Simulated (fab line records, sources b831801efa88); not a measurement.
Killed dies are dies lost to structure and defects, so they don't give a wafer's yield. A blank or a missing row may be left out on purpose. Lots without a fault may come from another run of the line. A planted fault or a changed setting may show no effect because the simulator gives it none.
Tool commonality check | flow sky130 | 11 lots, 33 wafers sampled

WHY IT WAS OPENED
At SKY_LDD_HVN_TW_MEAS_10 the reading LDD_HVN_TW is flagged on 2 of 11 lots. Wafers without a fault read 1428, standard deviation 18.
Rule: a lot is flagged when every wafer of it that has a number lies more than 4 standard deviations from that mean, or none has a number. The other lots count as sound.

lot  | measured     | on            | LDD_HVN_TW, wafer by wafer | flag
L225 | day 22 04:20 | film_metro-03 | 1428 1437 1436             |
L224 | day 22 04:59 | film_metro-04 | 1405 1397 1405             |
L226 | day 22 10:30 | film_metro-03 | 1432 1441 1433             |
L227 | day 22 19:49 | film_metro-04 | 1404 1402 1406             |
L228 | day 23 12:13 | film_metro-01 | 1448 1444 1443             |
L229 | day 23 17:38 | film_metro-01 | 1433 1440 1443             |
L230 | day 23 20:01 | film_metro-03 | 1438 1431 1433             |
L231 | day 24 01:52 | film_metro-01 | 1428 1434 1439             |
L238 | day 26 09:07 | film_metro-03 | 1228 1224 1220             | FLAGGED
L240 | day 27 04:02 | film_metro-01 | 1228 1219 1227             | FLAGGED
L244 | day 28 21:59 | film_metro-04 | 1397 1397 1402             |
The numbers of the flagged lots are 1224 on average: -204 against the usual, or -11 standard deviations.

WHICH TOOL RAN EACH LOT
The record holds 3 process steps before the reading, out of a route of 708 steps. In each cell: the tool, then ch and the chambers that the sampled wafers went through, then the start.
lot  | flag    | SKY_POLY_GATE_ETCH_16              | SKY_POLY_GATE_STRIP_18               | SKY_LDD_HVN_IMPLANT_08
L225 |         | rie_diel-02 ch 0,1, day 18 02:32   | plasma_asher-01 ch 0,1, day 18 02:41 | implanter-03 ch 0, day 22 04:05
L224 |         | rie_diel-03 ch 1,2,3, day 18 02:10 | plasma_asher-02 ch 0,1, day 18 02:20 | implanter-04 ch 0, day 22 04:45
L226 |         | rie_diel-02 ch 1,2,3, day 18 09:46 | plasma_asher-01 ch 0,1, day 18 09:58 | implanter-03 ch 0, day 22 10:18
L227 |         | rie_diel-02 ch 0,2,3, day 18 18:35 | plasma_asher-03 ch 0,1, day 18 18:46 | implanter-03 ch 0, day 22 19:35
L228 |         | rie_diel-02 ch 0,1, day 19 11:37   | plasma_asher-02 ch 0, day 19 11:47   | implanter-02 ch 0, day 23 11:58
L229 |         | rie_diel-04 ch 0,2,3, day 19 16:37 | plasma_asher-01 ch 0,1, day 19 16:47 | implanter-03 ch 0, day 23 17:23
L230 |         | rie_diel-03 ch 1,2,3, day 19 21:16 | plasma_asher-01 ch 0,1, day 19 21:28 | implanter-02 ch 0, day 23 19:47
L231 |         | rie_diel-03 ch 0,3, day 20 02:10   | plasma_asher-01 ch 0,1, day 20 02:20 | implanter-03 ch 0, day 24 01:37
L238 | FLAGGED | rie_diel-04 ch 0,1,3, day 22 11:32 | plasma_asher-03 ch 0,1, day 22 11:41 | implanter-03 ch 0, day 26 08:52
L240 | FLAGGED | rie_diel-02 ch 0,1,2, day 23 05:32 | plasma_asher-01 ch 0,1, day 23 05:41 | implanter-03 ch 0, day 27 03:47
L244 |         | rie_diel-02 ch 1,2,3, day 25 04:17 | plasma_asher-01 ch 0, day 25 04:26   | implanter-02 ch 0, day 28 21:45
What these steps do:
- SKY_POLY_GATE_ETCH_16: etches Si3N4 in CH3F/O2, stops on poly-Si, time 147.5 s, target depth 75 nm.
- SKY_POLY_GATE_STRIP_18: strips in O2/N2.
- SKY_LDD_HVN_IMPLANT_08
- SKY_LDD_HVN_TW_MEAS_10

FLAGGED OVER TOTAL, TOOL BY TOOL (the gauges that took the reading come last)
step                   | tool            | lots run | flagged | share of the flagged lots | sound lots run after its first flagged lot
SKY_POLY_GATE_ETCH_16  | rie_diel-02     | 6        | 1       | some                      | 1 (L244)
SKY_POLY_GATE_ETCH_16  | rie_diel-03     | 3        | 0       | none                      | -
SKY_POLY_GATE_ETCH_16  | rie_diel-04     | 2        | 1       | some                      | 0
SKY_POLY_GATE_STRIP_18 | plasma_asher-01 | 7        | 1       | some                      | 1 (L244)
SKY_POLY_GATE_STRIP_18 | plasma_asher-02 | 2        | 0       | none                      | -
SKY_POLY_GATE_STRIP_18 | plasma_asher-03 | 2        | 1       | some                      | 0
SKY_LDD_HVN_IMPLANT_08 | implanter-02    | 3        | 0       | none                      | -
SKY_LDD_HVN_IMPLANT_08 | implanter-03    | 7        | 2       | all                       | 0
SKY_LDD_HVN_IMPLANT_08 | implanter-04    | 1        | 0       | none                      | -
SKY_LDD_HVN_TW_MEAS_10 | film_metro-01   | 4        | 1       | some                      | 0
SKY_LDD_HVN_TW_MEAS_10 | film_metro-03   | 4        | 1       | some                      | 0
SKY_LDD_HVN_TW_MEAS_10 | film_metro-04   | 3        | 0       | none                      | -

WHAT THE TABLE ALLOWS
1 row of the table ran every flagged lot: implanter-03 at SKY_LDD_HVN_IMPLANT_08.
- implanter-03 at SKY_LDD_HVN_IMPLANT_08: 2 of its 7 lots flagged. Its last sound lot is L231 (day 24 01:37), its first flagged lot L238 (day 26 08:52): a fault that began between those two fits. Its own readings lie more than 4 standard deviations out on every wafer of the flagged lots: dose_ions_cm2, faraday_current_uA.
One tool is left: implanter-03 at SKY_LDD_HVN_IMPLANT_08.

WHAT THE SIMULATOR HAD PUT IN
Process parameter drift: implanter-03, from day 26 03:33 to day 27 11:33, at SKY_LDD_HVN_IMPLANT_08. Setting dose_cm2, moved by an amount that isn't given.
Lots struck among those shown: L238, L240. The rule above found the same.
